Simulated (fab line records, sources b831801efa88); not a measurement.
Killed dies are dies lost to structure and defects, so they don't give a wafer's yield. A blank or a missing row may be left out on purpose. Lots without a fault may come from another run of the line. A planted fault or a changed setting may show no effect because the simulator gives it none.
Which tool did it? | flow sky130 | 7 lots, 21 wafers sampled, at 3 steps of a route of 708

WHAT THE GAUGES READ, wafer by wafer
SKY_LDD_N_TW_MEAS_17.
lot  | measured     | on            | LDD_N_TW
L131 | day 19 18:16 | film_metro-01 | 2580 2566 2576
L133 | day 19 17:31 | film_metro-01 | 2579 2581 2599
L135 | day 20 13:52 | film_metro-02 | 2430 2431 2443
L144 | day 23 17:37 | film_metro-01 | 2561 2571 2579
L146 | day 24 04:57 | film_metro-02 | 2577 2584 2566
L148 | day 25 06:25 | film_metro-01 | 2606 2588 2597
L151 | day 26 10:06 | film_metro-01 | 2600 2591 2590

WHICH TOOL RAN EACH LOT (tool, then ch and the chambers of the sampled wafers, then the start)
lot  | SKY_LDD_N_IMPLANT_08            | SKY_LDD_N_STRIP_16
L131 | implanter-02 ch 0, day 19 16:58 | plasma_asher-01 ch 0,1, day 19 18:10
L133 | implanter-03 ch 0, day 19 16:13 | plasma_asher-01 ch 0,1, day 19 17:25
L135 | implanter-03, day 20 12:34      | plasma_asher-01 ch 0,1, day 20 13:46
L144 | implanter-04 ch 0, day 23 16:19 | plasma_asher-04 ch 0,1, day 23 17:31
L146 | implanter-04 ch 0, day 24 02:37 | plasma_asher-04 ch 0,1, day 24 04:51
L148 | implanter-03 ch 0, day 25 05:08 | plasma_asher-04 ch 0,1, day 25 06:20
L151 | implanter-04 ch 0, day 26 08:49 | plasma_asher-01 ch 0,1, day 26 09:59
- SKY_LDD_N_IMPLANT_08
- SKY_LDD_N_STRIP_16: strips in O2/N2.

THE ANSWER, worked out from the rows above alone
Rule: what is usual is taken from the lots themselves. Put in order of their means at a reading, lots are off if they are a third of the lots or fewer, leave a main group of 4 or more, and stand apart from it by a gap of 3 or more times the standard deviation of the main group's means; of several such gaps the widest counts. A main group whose means are all the same, to the digits that the tables above print for the reading, isn't used. A lot without any number at a reading at which 4 lots or more have one is off too. The other lots that the step has rows for count as sound.
Off: L135, at SKY_LDD_N_TW_MEAS_17 (LDD_N_TW). The main group: mean 2583, standard deviation 10.
A tool fits if, at a process step before that reading, it ran every lot that is off, and no sound lot after the first of them. The gauges at SKY_LDD_N_TW_MEAS_17 are tried like those tools. None of those tried fits.

WHAT THE SIMULATOR HAD PUT IN
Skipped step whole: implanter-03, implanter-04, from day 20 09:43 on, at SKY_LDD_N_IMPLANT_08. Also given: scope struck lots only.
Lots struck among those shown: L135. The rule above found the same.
